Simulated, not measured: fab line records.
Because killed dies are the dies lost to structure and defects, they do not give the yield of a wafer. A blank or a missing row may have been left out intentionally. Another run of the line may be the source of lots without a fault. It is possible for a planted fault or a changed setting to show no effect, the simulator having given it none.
Problem report, 8D (eight disciplines) form, completed by code    flow sky130    the parts of the form that need people (team, actions taken, sign-off) are left out

1. WHAT WENT WRONG
beam_energy_keV at SKY_LDD_N_IMPLANT_09 reads a mean of 16.649 on 6 wafers of 2 lots; wafers without a fault read 20.000 with a standard deviation of 0.0069. So: -99 or more standard deviations from the usual mean.
Seen first at day 23 22:14 on implanter-04, wafer L651.3. The record holds 18 wafers of 6 lots with a number at this step. The rule behind "out" and "out of limits": a value lying over 4 standard deviations away from the usual mean. All remaining wafers that have a number are taken as sound.

2. WHAT IT IS AND WHAT IT IS NOT
question                     is                      is not
which readings at this step  beam_energy_keV         -
which lots                   L651, L654              L641, L645, L657, L658
which wafers of those lots   all that have a number  -
read on which tools          implanter-04            implanter-01
when                         from day 23 22:14       up to then (6 sound wafers); but 6 sound wafers of L657, L658 came after

3. THE SUSPECTS, EACH WITH WHAT RULES IT OUT
Counting: a tool at a process step up to the reading stays a suspect if it ran every lot that is out and no sound lot after the first of them.
- implanter-04 at SKY_LDD_N_IMPLANT_09: kept. All lots that are out passed through it, beginning with L651 at day 23 22:14, and no sound lot followed; its final sound lot before that point was L645 at day 20 12:56. Its own readings are out on those wafers: beam_energy_keV.
Left after counting: implanter-04 at SKY_LDD_N_IMPLANT_09.

4. THE CAUSE (what the simulator had put in)
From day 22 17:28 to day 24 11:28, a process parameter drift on implanter-04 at SKY_LDD_N_IMPLANT_09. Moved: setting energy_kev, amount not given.
Counting left only this tool.

5. SEQUENCE OF EFFECTS, ordered by route
Rows list readings where the struck wafers' mean (over those with a number) sits beyond 3 standard deviations from the usual. Only readings for which the record gives a usual standard deviation are gone through. hours: the time from each lot's start at the first step in this table that gives one to its start at this step, as a median over the lots. sigmas: the change in usual standard deviations.
hours  step                  reading             usual    on struck wafers  change  sigmas
0      SKY_LDD_N_IMPLANT_09  beam_energy_keV     20.000   16.649            -3.351  -99 or more
0      SKY_LDD_N_IMPLANT_09  beam_on_s           10.02 s  10.94             +0.92   +4.6
0      SKY_LDD_N_IMPLANT_09  faraday_current_uA  422      386               -36     -4.3
The process steps in it:
- SKY_LDD_N_IMPLANT_09

6. HOW IT WOULD HAVE BEEN CAUGHT EARLIER
The fault began at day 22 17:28; the first out-of-limits reading in this record came at day 23 22:14, 29 hours later.
